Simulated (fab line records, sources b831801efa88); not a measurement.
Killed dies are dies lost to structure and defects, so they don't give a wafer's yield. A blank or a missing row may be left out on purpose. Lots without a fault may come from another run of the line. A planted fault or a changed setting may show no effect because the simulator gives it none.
Which tool did it? | flow gf180mcu | 6 lots, 18 wafers sampled, at 4 steps of a route of 602

WHAT THE GAUGES READ, wafer by wafer
GF_M4_CD_MEAS_14: target cd 280 nm.
lot  | measured     | on        | cd_nm (nm)
L649 | day 24 17:24 | cd_sem-02 | 278.7 279.1 279.1
L652 | day 25 15:18 | cd_sem-02 | 272.2 272.8 272.1
L663 | day 28 20:52 | cd_sem-01 | 280.1 279.7 280.1
L665 | day 29 17:50 | cd_sem-01 | 281.0 281.7 281.3
L667 | day 29 23:33 | cd_sem-02 | 281.4 280.4 281.2
L669 | day 30 14:23 | cd_sem-01 | 279.0 279.6 279.6

WHICH TOOL RAN EACH LOT (tool, then ch and the chambers of the sampled wafers, then the start)
lot  | GF_V2_CVD_23                  | GF_M3_SPUTTER_02             | GF_M4_PEB_12
L649 | cvd_w-01 ch 1, day 21 16:47   | pvd_sputter-01, day 21 17:31 | litho_track-02 ch 0, day 24 17:04
L652 | cvd_w-02 ch 0,1, day 22 17:19 | pvd_sputter-01, day 22 18:02 | litho_track-02 ch 0, day 25 14:58
L663 | cvd_w-02 ch 0,1, day 26 06:49 | pvd_sputter-02, day 26 07:40 | litho_track-02 ch 0, day 28 20:32
L665 | cvd_w-01 ch 0,1, day 27 04:37 | pvd_sputter-03, day 27 05:20 | litho_track-03 ch 0, day 29 17:30
L667 | cvd_w-01 ch 0,1, day 27 09:22 | pvd_sputter-01, day 27 10:05 | litho_track-02 ch 0, day 29 23:13
L669 | cvd_w-01 ch 0,1, day 28 02:29 | pvd_sputter-01, day 28 03:15 | litho_track-02 ch 0, day 30 14:02
- GF_V2_CVD_23: deposits W, target thk 350 nm, time 104.94 s.
- GF_M3_SPUTTER_02: material AlCu, target thk 450 nm, time 23.9 s.
- GF_M4_PEB_12: peb time 90 s.

THE ANSWER, worked out from the rows above alone
Rule: what is usual is taken from the lots themselves. Put in order of their means at a reading, lots are off if they are a third of the lots or fewer, leave a main group of 4 or more, and stand apart from it by a gap of 3 or more times the standard deviation of the main group's means; of several such gaps the widest counts. A main group whose means are all the same, to the digits that the tables above print for the reading, isn't used. A lot without any number at a reading at which 4 lots or more have one is off too. The other lots that the step has rows for count as sound.
Off: L652, at GF_M4_CD_MEAS_14 (cd_nm). The main group: mean 280.1 nm, standard deviation 0.91.
A tool fits if, at a process step before that reading, it ran every lot that is off, and no sound lot after the first of them. The gauges at GF_M4_CD_MEAS_14 are tried like those tools. None of those tried fits.

WHAT THE SIMULATOR HAD PUT IN
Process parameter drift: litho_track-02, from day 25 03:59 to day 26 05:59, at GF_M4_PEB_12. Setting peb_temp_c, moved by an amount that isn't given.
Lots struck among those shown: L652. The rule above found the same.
